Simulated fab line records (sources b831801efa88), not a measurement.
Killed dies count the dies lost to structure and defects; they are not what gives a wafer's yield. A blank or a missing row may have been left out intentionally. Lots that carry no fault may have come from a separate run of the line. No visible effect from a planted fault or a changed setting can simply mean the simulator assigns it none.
Comparing a struck lot with a sound one | flow gf180mcu | 24 steps out of a route of 602
Sound: wafers L901.1, L901.2, L901.6. Wafers struck: L917.1, L917.2, L917.6. The cause comes at the end.
Order at every step that has rows: each side's tool, ch and its chambers, its first start. Under that, the readings that differ: sound wafers | struck wafers | difference of the means | sigmas: that difference in standard deviations of wafers without a fault.
alike: words and numbers the same on both sides, and readings whose means are apart by under 2 such deviations; not compared: readings that were withheld, readings missing a value for some wafer, numbers with overlapping values and no deviation given by the record, and bounds like >300 which may hide the same value.
The two part at a step that has a row with sigmas, a row that says differs or no value, or rows on one side only. Non-overlapping numbers with no deviation appear without sigmas and do not part them. Lack of a reading on every wafer of one side parts them only where that side has two or more wafers.

GF_PSD_OVL_MEAS_08:
  struck on overlay-01, day 19 22:43; sound on overlay-01, day 14 05:05
  alike: PSD_OVL
following that, these wafers have no rows for 1 step: GF_PSD_IMPLANT_09.
GF_PSD_STRIP_10: strips in O2/N2.
  sound on plasmaAsher-04 ch 0,1, day 14 05:16; struck on plasmaAsher-02 ch 0,1, day 19 22:55
  alike: drypumpMotorCurrentA, heaterPowerW, oesProductAu, platenTempC, stripTimeToEndpointS
  not compared: rfHoursCounterH
GF_PSD_TW_MEAS_11:
  struck on filmMetro-03, day 19 23:01; sound on filmMetro-01, day 14 05:22
  alike: PSD_TW
then, 1 step without rows for these wafers: GF_PSD_CLEAN_12 (cleans in SC1/SC2, time 150 s).
GF_PSD_RTA_13: time 20 s.
  sound on rtpAnneal-01 ch 0, day 14 05:28; struck on rtpAnneal-01 ch 0, day 19 23:07
  alike: chamberO2Ppm, lampPowerPct, wafer_temp_C_max
GF_PSD_RS_MEAS_14: the measuring method here is four-point-probe.
  struck on filmMetro-02, day 19 23:12; sound on filmMetro-03, day 14 05:33
  alike: NSD_RS
GF_PSD_RS_MEAS_15: the measuring method here is four-point-probe.
  struck on filmMetro-02, day 19 23:19; sound on filmMetro-03, day 14 05:40
  alike: PSD_RS
GF_SAB_CVD_00: deposits SiO2 from TEOS, target thk 50 nm, time 4.9302 s.
  sound on pecvd-01 ch 0,1,2, day 14 05:47; struck on pecvd-02 ch 0,1,2, day 19 23:26
  alike: heaterPowerW
GF_SAB_THK_MEAS_01:
  struck on filmMetro-01, day 19 23:28; sound on filmMetro-01, day 14 05:49
  alike: SAB_CVD_00_THK
then, 2 steps without rows for these wafers: GF_SAB_DEHYDRATE_02 (time 60 s); GF_SAB_HMDS_03 (prime time 60 s).
GF_SAB_COAT_04: resist thk 1000 nm.
  sound on lithoTrack-03 ch 0, day 14 15:32; struck on lithoTrack-03 ch 0, day 20 11:47
reading                                 | sound                | struck               | difference | sigmas
spinSpeedRpm (rpm)                      | 2997.5 3002.3 2996.1 | 3151.3 3147.4 3152.1 | +151.6     | +72
model.NOVOLAK_of_SAB_COAT_04.thkNm (nm) | 993.7 996 995.1      | 976.3 978.2 975.6    | -18.2      | 
then, 4 steps without rows for these wafers: GF_SAB_SOFTBAKE_05 (time 60 s); GF_SAB_EXPOSE_06 (exposes mask SAB, target cd 420 nm); GF_SAB_PEB_07; GF_SAB_DEVELOP_08 (develop time 60 s).
GF_SAB_CD_MEAS_09 targets a cd of 420 nm.
  struck on cdSem-01, day 21 00:05; sound on cdSem-01, day 15 02:10
  alike: cdNm
GF_SAB_OVL_MEAS_10:
  struck on overlay-01, day 21 00:13; sound on overlay-02, day 15 02:17
  alike: SAB_OVL
GF_SAB_ETCH_11: etches SiO2 in C4F8/O2/Ar, target depth 55 nm, time 8.5 s.
  sound on rieDiel-03 ch 0,1,2, day 15 02:20; struck on rieDiel-03 ch 1,3, day 21 00:15
reading                                 | sound             | struck          | difference | sigmas
model.NOVOLAK_of_SAB_COAT_04.thkNm (nm) | 982.3 984.3 983.9 | 964.7 967 963.9 | -18.3      | 
  alike: oesProductAu
  not compared: rfHoursCounterH
then, 1 step without rows for these wafers: GF_SAB_WET_ETCH_12 (etches SiO2 in dHF, target depth 22 nm, time 440 s).
GF_SAB_STRIP_13: strips in O2/N2.
  sound on plasmaAsher-04 ch 0,1, day 15 02:29; struck on plasmaAsher-03 ch 0,1, day 21 00:32
reading                  | sound             | struck            | difference | sigmas
stripTimeToEndpointS (s) | 12.54 12.56 12.56 | 12.33 12.36 12.31 | -0.22      | -6
  alike: drypumpMotorCurrentA, heaterPowerW, oesProductAu, platenTempC
  not compared: rfHoursCounterH
then, 1 step without rows for these wafers: GF_SALICIDE_CLEAN_00 (cleans in SC1/SC2, time 150 s).
-- the record jumps here: 12 days lie between the struck wafers' starts before and after (it left off in module SALICIDE and takes up again in module PASSIVATION, whose first step shown is number 602 of the route) --
GF_PASSIVATION_PROBE_99:
  record: rows for the struck wafers here (prober-01, day 33 12:02), none for the sound ones

WHERE THEY PART
First at GF_SAB_COAT_04; last, within this record, at GF_PASSIVATION_PROBE_99.

WHY: what had been put in by the simulator
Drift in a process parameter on lithoTrack-03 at GF_SAB_COAT_04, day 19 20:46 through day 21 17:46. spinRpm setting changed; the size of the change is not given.
